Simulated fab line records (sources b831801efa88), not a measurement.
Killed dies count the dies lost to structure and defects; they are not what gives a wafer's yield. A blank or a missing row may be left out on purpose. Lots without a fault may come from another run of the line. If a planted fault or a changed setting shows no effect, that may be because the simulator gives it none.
Which tool did it? | flow gf180mcu | 11 lots with 33 wafers sampled at 6 steps, on a route of 602 steps

== WHAT THE GAUGES SHOWED, per wafer ==
GF_MVPSD_OVL_MEAS_07.
lot  | measured     | on         | MVPSD_OVL (nm)
L663 | day 4 22:58  | overlay-01 | -1.3 0.3 -1.4
L664 | day 5 03:37  | overlay-02 | 0.1 -1.0 -0.3
L667 | day 5 19:50  | overlay-01 | 0.6 1.6 1.1
L674 | day 8 03:20  | overlay-01 | -1.2 -1.5 -3.4
L676 | day 8 17:52  | overlay-01 | 0.0 -0.2 0.8
L677 | day 8 18:13  | overlay-02 | 0.6 -0.4 -0.3
L680 | day 9 21:04  | overlay-01 | -1.7 -1.3 -1.1
L683 | day 10 04:10 | overlay-01 | 0.9 0.6 0.6
L685 | day 10 11:31 | overlay-01 | 0.3 -0.2 -1.0
L684 | day 10 12:05 | overlay-01 | 0.0 -2.5 -2.0
L686 | day 11 02:31 | overlay-01 | -0.6 0.9 -1.7

GF_VT_IMPLANT_TW_MEAS_32.
lot  | measured     | on           | VT_IMPLANT_3_TW
L663 | day 6 16:16  | filmMetro-02 | 270.1 270.4 269.8
L664 | day 6 20:46  | filmMetro-01 | 267.1 266.6 266.9
L667 | day 7 15:41  | filmMetro-03 | 267.7 268.7 268.5
L674 | day 10 07:29 | filmMetro-03 | 266.9 267.1 267.1
L676 | day 10 22:34 | filmMetro-01 | 30.0 30.0 30.0 30.0 30.1 30.0
L677 | day 10 22:52 | filmMetro-01 | 30.0 30.2 30.2 30.0 30.3 30.0
L680 | day 12 03:40 | filmMetro-02 | 272.0 271.3 271.1
L683 | day 12 11:43 | filmMetro-02 | 271.6 272.8 271.8
L685 | day 12 19:52 | filmMetro-03 | 266.0 267.3 266.7
L684 | day 12 21:23 | filmMetro-03 | 268.7 266.7 266.4
L686 | day 13 12:16 | filmMetro-02 | 269.6 269.7 271.3

GF_HV_LDD_CD_MEAS_07: target cd 400 nm.
lot  | measured     | on       | cdNm (nm)
L663 | day 9 20:28  | cdSem-02 | 399.7 400.1 401.2
L664 | day 9 22:38  | cdSem-01 | 402.3 402.9 402.6
L667 | day 10 20:06 | cdSem-01 | 400.5 397.2 397.4
L674 | day 13 22:28 | cdSem-02 | 400.8 397.0 398.9
L680 | day 16 00:26 | cdSem-01 | 403.8 403.9 404.3
L683 | day 16 11:59 | cdSem-02 | 397.1 395.7 395.4
L685 | day 16 19:59 | cdSem-01 | 400.9 399.2 399.1
L684 | day 16 20:13 | cdSem-01 | 401.6 403.8 401.2
L686 | day 17 11:40 | cdSem-01 | 401.6 401.5 403.0

GF_SALICIDE_RS_MEAS_04: a four-point-probe measurement.
lot  | measured     | on           | SALICIDE_TIN_RS (ohm/sq)
L663 | day 14 19:59 | filmMetro-04 | 16.12 16.54 15.85
L664 | day 15 00:01 | filmMetro-01 | 16.18 16.27 16.14
L667 | day 16 02:09 | filmMetro-01 | 16.16 16.08 15.96
L674 | day 19 17:10 | filmMetro-02 | 16.13 16.13 16.76
L680 | day 22 02:35 | filmMetro-02 | 16.84 16.38 16.10
L683 | day 22 14:41 | filmMetro-01 | 16.11 16.04 16.81
L685 | day 22 21:47 | filmMetro-04 | 16.72 16.81 16.63
L684 | day 23 00:58 | filmMetro-02 | 16.27 16.64 16.92
L686 | day 23 14:55 | filmMetro-04 | 16.49 16.42 16.18

== WHICH TOOL RAN EACH LOT (tool, then ch and the chambers of the sampled wafers, then the start) ==
lot  | GF_VT_IMPLANT_STRIP_20              | GF_VT_IMPLANT_STRIP_31
L663 | plasmaAsher-02 ch 0,1, day 6 02:21  | plasmaAsher-03 ch 1, day 6 16:10
L664 | plasmaAsher-02 ch 0,1, day 6 06:27  | plasmaAsher-03 ch 0,1, day 6 20:40
L667 | plasmaAsher-03 ch 0,1, day 7 00:35  | plasmaAsher-03 ch 0,1, day 7 15:35
L674 | plasmaAsher-04 ch 0,1, day 9 13:56  | plasmaAsher-03 ch 0,1, day 10 07:23
L676 | plasmaAsher-04 ch 0,1, day 10 04:34 | plasmaAsher-02 ch 0,1, day 10 22:27
L677 | plasmaAsher-02 ch 1, day 10 04:39   | plasmaAsher-03 ch 1, day 10 22:45
L680 | plasmaAsher-04 ch 0,1, day 11 08:40 | plasmaAsher-03 ch 0,1, day 12 03:33
L683 | plasmaAsher-04 ch 0,1, day 11 16:24 | plasmaAsher-04 ch 0,1, day 12 11:37
L685 | plasmaAsher-02 ch 0,1, day 12 00:09 | plasmaAsher-03 ch 0,1, day 12 19:46
L684 | plasmaAsher-04 ch 0,1, day 12 00:53 | plasmaAsher-03 ch 0,1, day 12 21:17
L686 | plasmaAsher-04 ch 0,1, day 12 16:45 | plasmaAsher-03 ch 0,1, day 13 12:10
- GF_VT_IMPLANT_STRIP_20: strips in O2/N2.
- GF_VT_IMPLANT_STRIP_31: strips in O2/N2.

== WHAT THE TOOLS THEMSELVES READ (means of the sampled wafers that have a number; where no wafer has one, the mark that the record gives instead) ==
GF_VT_IMPLANT_STRIP_20.
lot  | tool           | chamberPressureMTorr (mTorr) | drypumpMotorCurrentA (A) | heaterPowerW (W) | o2FlowSccm (sccm) | oesProductAu (a.u.) | stripTimeToEndpointS (s)
L663 | plasmaAsher-02 | 1499.6                       | 5.3                      | 340              | 3000              | 0.714               | 12.614
L664 | plasmaAsher-02 | 1500.7                       | 5.3                      | 338              | 2993              | 0.715               | 12.652
L667 | plasmaAsher-03 | 1500.9                       | 5.9                      | 326              | 3009              | 0.714               | 12.711
L674 | plasmaAsher-04 | 1499.5                       | 5.5                      | 334              | 3011              | 0.712               | 12.635
L676 | plasmaAsher-04 | -                            | -                        | -                | -                 | -                   | -
L677 | plasmaAsher-02 | -                            | -                        | -                | -                 | -                   | -
L680 | plasmaAsher-04 | 1499.2                       | 5.5                      | 330              | 2996              | 0.711               | 12.617
L683 | plasmaAsher-04 | 1500.1                       | 5.4                      | 348              | 3001              | 0.713               | 12.625
L685 | plasmaAsher-02 | 1499.9                       | 5.3                      | 331              | 2997              | 0.714               | 12.622
L684 | plasmaAsher-04 | 1501.1                       | 5.4                      | 352              | 3003              | 0.712               | 12.634
L686 | plasmaAsher-04 | 1499.9                       | 5.4                      | 354              | 3002              | 0.717               | 12.656

GF_VT_IMPLANT_STRIP_31.
lot  | tool           | chamberPressureMTorr (mTorr) | drypumpMotorCurrentA (A) | heaterPowerW (W) | o2FlowSccm (sccm) | oesProductAu (a.u.) | stripTimeToEndpointS (s)
L663 | plasmaAsher-03 | 1498.8                       | 6.0                      | 362              | 2990              | 0.717               | 12.65
L664 | plasmaAsher-03 | 1499.8                       | 5.9                      | 319              | 3007              | 0.715               | 12.67
L667 | plasmaAsher-03 | 1499.4                       | 6.0                      | 341              | 2986              | 0.720               | 12.62
L674 | plasmaAsher-03 | 1500.3                       | 6.0                      | 343              | 2995              | 0.717               | 12.64
L676 | plasmaAsher-02 | 1499.9                       | 5.1                      | 318              | 2999              | 0.717               | 27.62
L677 | plasmaAsher-03 | 1500.3                       | 6.0                      | 358              | 3000              | 0.719               | 27.66
L680 | plasmaAsher-03 | 1500.4                       | 6.0                      | 346              | 2995              | 0.716               | 12.62
L683 | plasmaAsher-04 | 1500.2                       | 5.4                      | 351              | 2997              | 0.720               | 12.67
L685 | plasmaAsher-03 | 1501.1                       | 6.0                      | 338              | 3002              | 0.717               | 12.63
L684 | plasmaAsher-03 | 1499.3                       | 6.0                      | 338              | 3001              | 0.717               | 12.57
L686 | plasmaAsher-03 | 1499.8                       | 5.9                      | 323              | 3007              | 0.727               | 12.64

== THE ANSWER, worked out from the rows above alone ==
Rule: the lots themselves supply what counts as usual. Put in order of their means at a reading, lots are off if they are a third of the lots or fewer, leave a main group of 4 or more, and stand apart from it by a gap of 3 or more times the standard deviation of the main group's means; of several such gaps the widest counts. If all means in a main group match to the digits the tables above print for the reading, that group is not used. Also off: a lot with no number at a reading for which 4 or more lots have one. Where the step has rows for the other lots, those lots are counted as sound. First the gauges in route order, then the tools' own readings, where a lot's mean is used as printed above. The first step at which some lot is off is used, and at that step the reading that is off furthest; a lot without a number counts as furthest.
Off: L676, L677, at GF_VT_IMPLANT_TW_MEAS_32 (VT_IMPLANT_3_TW). For the main group the mean is 268.9 and the standard deviation 2.
If a tool, at a process step before that reading, ran all the lots that are off and no sound lot after the first of them, it fits. Not tried: the gauges at GF_VT_IMPLANT_TW_MEAS_32; whatever is off there is also off at GF_VT_IMPLANT_STRIP_20, on other tools, and gauge error can't account for it. No candidate that was tried fits.

== WHAT HAD BEEN PUT IN BY THE SIMULATOR ==
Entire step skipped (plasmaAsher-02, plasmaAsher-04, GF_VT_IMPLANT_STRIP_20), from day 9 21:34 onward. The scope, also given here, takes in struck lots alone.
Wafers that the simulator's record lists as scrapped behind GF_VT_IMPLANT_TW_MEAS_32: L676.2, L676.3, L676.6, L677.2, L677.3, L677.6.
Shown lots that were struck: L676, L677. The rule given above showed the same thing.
